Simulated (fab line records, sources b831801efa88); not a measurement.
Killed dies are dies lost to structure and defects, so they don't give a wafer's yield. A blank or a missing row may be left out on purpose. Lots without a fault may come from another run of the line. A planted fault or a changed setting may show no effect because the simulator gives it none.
fab line records | flow gf180mcu
record lots=13 wafers=39 last_day=33
route steps=602 shown STI@1 MVPSD@87 VT_IMPLANT@133 HV_LDD@196
lots that met no fault: from a run of the same line without faults
start_h: hours from the record's first day to the start of the lot's first wafer shown | wait_h: hours since the lot's step before | " the same as in the row above | L1.1+2: a row that stands for several wafers | - no value, or no start given | * or withheld: withheld | < > ~ a bound
route shown NAME@n: a module of which the file shows steps, and the number in the route of the first | usual: mean/standard deviation of fault-free wafers | same: alike in all rows | chamber/n: place in a boat | sites: the reading at each site | _std_site: their standard deviation | _edge_site: outer sites' mean less inner sites' | radius_mm: how far each site lies from the wafer's centre | mask NAME#n: copy n | behind: the tool/chamber that last shaped the wafer | hold: why the lot was held/for how many hours/how that ended | device: the transistor (n, p or np) that didn't switch | end of line: the same wafers' tests at the end of the route | a step without rows: its recipe alone | killed: dies lost to structure and defects at the first sort, not the wafer's yield | map: a wafer's dies, x killed, . not, _ none there
set.NAME: the setting as run; set.NAME@STEP: as run at that earlier step | model.NAME: the simulator's own value behind a step, which no gauge read
steps of the route over a sample of lots; a table a step, a row a wafer
services: from which hour (start_h, from the record's first day; less than 0 if before it) a tool's chamber was out of use, for how many hours, and why
## steps
# step GF_STI_BOW_MEAS_00
# recipe mode=bow
# usual INCOMING_BOW=1/6.3
# columns lot.wafer tool chamber start_h wait_h INCOMING_BOW[um]
L476.1 film_metro-01 - 10.00 - -15
L476.3 " - " " -9
L476.5 " - " " 5
L477.1 film_metro-01 - 15.00 - 1
L477.2 " - " " -1
L477.4 " - " " -4
L482.2 film_metro-02 - 40.02 - 10
L482.4 " - " " 3
L482.6 " - " " 11
L483.2 film_metro-02 - 45.02 - -2
L483.4 " - " " 4
L483.5 " - " " -6
L484.3 film_metro-03 - 50.04 - 13
L484.4 " - " " 7
L484.5 " - " " 10
L485.3 film_metro-03 - 55.04 - -6
L485.4 " - " " -8
L485.5 " - " " -2
L488.1 film_metro-01 - 70.00 - -1
L488.2 " - " " 4
L488.3 " - " " 9
L489.2 film_metro-02 - 75.02 - -5
L489.3 " - " " 1
L489.6 " - " " 3
L490.2 film_metro-02 - 80.02 - -2
L490.3 " - " " -5
L490.5 " - " " 1
L491.1 film_metro-03 - 85.00 - 2
L491.3 " - " " 4
L491.6 " - " " 6
L492.1 film_metro-02 - 90.00 - -6
L492.2 " - " " -4
L492.4 " - " " 2
L493.1 film_metro-01 - 95.00 - -7
L493.2 " - " " 11
L493.4 " - " " 4
L495.1 film_metro-01 - 105.00 - -4
L495.4 " - " " -6
L495.5 " - " " 1
# step GF_MVPSD_IMPLANT_09
# recipe species=B energy_kev=40 dose_cm2=5e+12 tilt_deg=0
# usual dose_ions_cm2=5e+12/5.1e+09 faraday_current_uA=28.2/0.56
# columns lot.wafer tool chamber start_h wait_h dose_ions_cm2 faraday_current_uA
L476.1 implanter-02 0 98.65 0.1 5.002e+12 27.4
L476.3 " 0 " " 4.998e+12 28.9
L476.5 " 0 " " 4.999e+12 27.5
L477.1 implanter-04 0 104.97 0.1 4.994e+12 27.4
L477.2 " 0 " " 4.997e+12 28.1
L477.4 " 0 " " 5.006e+12 28.0
L482.2 implanter-04 0 132.49 0.1 5.005e+12 27.8
L482.4 " 0 " " 4.997e+12 27.8
L482.6 " 0 " " 4.999e+12 27.9
L483.2 implanter-02 0 137.77 0.1 4.998e+12 27.9
L483.4 " 0 " " 4.996e+12 28.8
L483.5 " 0 " " 4.999e+12 29.3
L484.3 implanter-02 0 144.32 0.1 4.994e+12 27.9
L484.4 " 0 " " 5.005e+12 27.8
L484.5 " 0 " " 5.003e+12 28.4
L485.3 implanter-02 0 150.92 0.1 5.002e+12 27.9
L485.4 " 0 " " 5.004e+12 27.9
L485.5 " 0 " " 5.002e+12 28.6
L488.1 implanter-04 0 169.77 0.1 5.003e+12 27.9
L488.2 " 0 " " 4.999e+12 27.8
L488.3 " 0 " " 4.999e+12 28.7
L489.2 implanter-02 0 172.57 0.1 5.002e+12 28.8
L489.3 " 0 " " 4.997e+12 28.1
L489.6 " 0 " " 5.001e+12 27.7
L490.2 implanter-04 0 180.17 0.1 4.995e+12 28.1
L490.3 " 0 " " 4.999e+12 28.0
L490.5 " 0 " " 4.997e+12 28.6
L491.1 implanter-02 0 185.16 0.1 5.009e+12 28.7
L491.3 " 0 " " 5.003e+12 28.8
L491.6 " 0 " " 5.007e+12 28.7
L492.1 implanter-04 0 189.60 0.1 3.4855e+13 199.0
L492.2 " 0 " " 3.4852e+13 199.2
L492.4 " 0 " " 3.4857e+13 203.7
L493.1 implanter-04 0 196.15 0.1 3.4834e+13 199.7
L493.2 " 0 " " 3.484e+13 188.4
L493.4 " 0 " " 3.4841e+13 193.8
L495.1 implanter-03 0 211.05 0.1 5.013e+12 27.7
L495.4 " 0 " " 5.007e+12 28.6
L495.5 " 0 " " 5.007e+12 27.9
# step GF_MVPSD_TW_MEAS_11
# usual MVPSD_TW=558/3.4
# columns lot.wafer tool chamber start_h wait_h MVPSD_TW
L476.1 film_metro-03 - 98.90 0.1 556
L476.3 " - " " 558
L476.5 " - " " 555
L477.1 film_metro-04 - 105.22 0.1 557
L477.2 " - " " 559
L477.4 " - " " 560
L482.2 film_metro-04 - 132.73 0.1 561
L482.4 " - " " 563
L482.6 " - " " 561
L483.2 film_metro-02 - 138.01 0.1 556
L483.4 " - " " 558
L483.5 " - " " 558
L484.3 film_metro-02 - 144.54 0.1 557
L484.4 " - " " 556
L484.5 " - " " 553
L485.3 film_metro-04 - 151.14 0.1 557
L485.4 " - " " 557
L485.5 " - " " 554
L488.1 film_metro-04 - 170.02 0.1 556
L488.2 " - " " 558
L488.3 " - " " 552
L489.2 film_metro-04 - 172.81 0.1 556
L489.3 " - " " 558
L489.6 " - " " 557
L490.2 film_metro-03 - 180.41 0.1 554
L490.3 " - " " 554
L490.5 " - " " 556
L491.1 film_metro-04 - 185.41 0.1 560
L491.3 " - " " 559
L491.6 " - " " 560
L492.1 film_metro-02 - 189.85 0.1 701
L492.2 " - " " 699
L492.4 " - " " 701
L493.1 film_metro-02 - 196.40 0.1 697
L493.2 " - " " 697
L493.4 " - " " 700
L495.1 film_metro-02 - 211.30 0.1 561
L495.4 " - " " 562
L495.5 " - " " 562
# step GF_VT_IMPLANT_TW_MEAS_43
# usual VT_IMPLANT_4_TW=698/5.1
# columns lot.wafer tool chamber start_h wait_h VT_IMPLANT_4_TW
L476.1 film_metro-04 - 158.93 0.1 701
L476.3 " - " " 700
L476.5 " - " " 699
L477.1 film_metro-04 - 166.33 0.1 704
L477.2 " - " " 704
L477.4 " - " " 700
L482.2 film_metro-02 - 197.56 0.1 697
L482.4 " - " " 699
L482.6 " - " " 701
L483.2 film_metro-02 - 204.11 0.1 699
L483.4 " - " " 703
L483.5 " - " " 701
L484.3 film_metro-02 - 212.42 0.1 703
L484.4 " - " " 702
L484.5 " - " " 700
L485.3 film_metro-01 - 218.17 0.1 707
L485.4 " - " " 708
L485.5 " - " " 707
L488.1 film_metro-01 - 240.58 0.1 702
L488.2 " - " " 703
L488.3 " - " " 701
L489.2 film_metro-04 - 244.04 0.1 691
L489.3 " - " " 695
L489.6 " - " " 689
L490.2 film_metro-04 - 252.69 0.1 697
L490.3 " - " " 694
L490.5 " - " " 701
L491.1 film_metro-02 - 257.85 0.1 694
L491.3 " - " " 698
L491.6 " - " " 697
L492.1 film_metro-04 - 262.50 0.1 696
L492.2 " - " " 696
L492.4 " - " " 692
L493.1 film_metro-04 - 271.20 0.1 698
L493.2 " - " " 698
L493.4 " - " " 698
L495.1 film_metro-01 - 285.15 0.1 715
L495.4 " - " " 714
L495.5 " - " " 707
# step GF_VT_IMPLANT_RS_MEAS_49
# recipe thk_meas_gauge=four-point-probe
# usual MVPSD_RS=1170/3.6
# columns lot.wafer tool chamber start_h wait_h MVPSD_RS[ohm/sq]
L476.1 film_metro-04 - 159.50 0.1 1174
L476.3 " - " " 1175
L476.5 " - " " 1170
L477.1 film_metro-04 - 166.91 0.1 1167
L477.2 " - " " 1168
L477.4 " - " " 1167
L482.2 film_metro-04 - 198.19 0.1 1168
L482.4 " - " " 1171
L482.6 " - " " 1169
L483.2 film_metro-03 - 204.69 0.1 1174
L483.4 " - " " 1177
L483.5 " - " " 1174
L484.3 film_metro-02 - 213.01 0.1 1170
L484.4 " - " " 1169
L484.5 " - " " 1170
L485.3 film_metro-03 - 218.76 0.1 1175
L485.4 " - " " 1175
L485.5 " - " " 1175
L488.1 film_metro-02 - 241.15 0.1 1171
L488.2 " - " " 1172
L488.3 " - " " 1166
L489.2 film_metro-02 - 244.63 0.1 1163
L489.3 " - " " 1163
L489.6 " - " " 1163
L490.2 film_metro-03 - 253.27 0.1 1168
L490.3 " - " " 1172
L490.5 " - " " 1174
L491.1 film_metro-03 - 258.47 0.1 1169
L491.3 " - " " 1168
L491.6 " - " " 1166
L492.1 film_metro-02 - 263.07 0.1 695
L492.2 " - " " 696
L492.4 " - " " 694
L493.1 film_metro-02 - 271.93 0.1 695
L493.2 " - " " 694
L493.4 " - " " 696
L495.1 film_metro-04 - 285.72 0.1 1174
L495.4 " - " " 1170
L495.5 " - " " 1174
# step GF_HV_LDD_OVL_MEAS_20
# usual HV_LDD_01_OVL=0.6/1.3
# columns lot.wafer tool chamber start_h wait_h HV_LDD_01_OVL[nm]
L476.1 overlay-02 - 237.48 0.1 -2.0
L476.3 " - " " -0.6
L476.5 " - " " -2.1
L477.1 overlay-02 - 246.25 0.1 -0.5
L477.2 " - " " 0.5
L477.4 " - " " 1.2
L482.2 overlay-02 - 277.25 0.1 0.5
L482.4 " - " " 1.4
L482.6 " - " " -0.2
L483.2 overlay-01 - 287.25 0.1 -0.2
L483.4 " - " " 1.0
L483.5 " - " " 1.2
L484.3 overlay-01 - 296.74 0.1 2.0
L484.4 " - " " 2.0
L484.5 " - " " 1.7
L485.3 overlay-02 - 301.26 0.1 -0.4
L485.4 " - " " 0.9
L485.5 " - " " 0.3
L488.1 overlay-02 - 327.35 0.1 0.4
L488.2 " - " " 0.3
L488.3 " - " " 1.7
L489.2 overlay-01 - 333.20 0.1 1.0
L489.3 " - " " 2.8
L489.6 " - " " 1.9
L490.2 overlay-01 - 342.55 0.1 0.9
L490.3 " - " " 1.2
L490.5 " - " " 2.6
L491.1 overlay-02 - 348.15 0.1 -2.2
L491.3 " - " " -1.9
L491.6 " - " " -0.9
L492.1 overlay-01 - 351.65 0.1 2.7
L492.2 " - " " -0.1
L492.4 " - " " 0.3
L493.1 overlay-02 - 365.05 0.1 -0.7
L493.2 " - " " -2.2
L493.4 " - " " -0.6
L495.1 overlay-01 - 378.45 0.1 0.6
L495.4 " - " " 1.2
L495.5 " - " " -0.6
## services
# columns tool chamber start_h hours kind
implanter-04 - 95.43 3.1 pm
implanter-04 - 101.25 1.4 repair
implanter-03 - 122.78 12.5 repair
implanter-04 - 141.34 18.0 repair
implanter-03 - 204.96 0.8 repair
## key
first_sign step=GF_MVPSD_IMPLANT_09 reading=dose_ions_cm2 direction=up sigmas=99+ usual=5e+12 struck=3.4846e+13
effect step=GF_MVPSD_IMPLANT_09 reading=faraday_current_uA direction=up sigmas=99+ usual=28.2 struck=197.3
effect step=GF_MVPSD_TW_MEAS_11 reading=MVPSD_TW direction=up sigmas=42 usual=558 struck=699
effect step=GF_VT_IMPLANT_RS_MEAS_49 reading=MVPSD_RS direction=down sigmas=99+ usual=1170 struck=695
met_at GF_MVPSD_IMPLANT_09
struck_lots L492,L493
tester_left_out L492,L493
not_acting_at GF_STI_BOW_MEAS_00,GF_VT_IMPLANT_TW_MEAS_43,GF_HV_LDD_OVL_MEAS_20
onset_between 180.17 189.60
fault kind=process_parameter_drift tool=implanter-04 chamber=- onset_h=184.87 steps=GF_MVPSD_IMPLANT_09 channel=dose_cm2 offset=2.9845e+13 shape=step end_h=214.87 acts_in=these_recipes_only stated=5e+12
# tester_left_out: of these lots the tester's yield and bins aren't shown, on N5 and GAA mostly nor the transistor test; their killed dies are dies lost to structure and defects alone, not to doping, threshold or leakage, so they don't give the yield
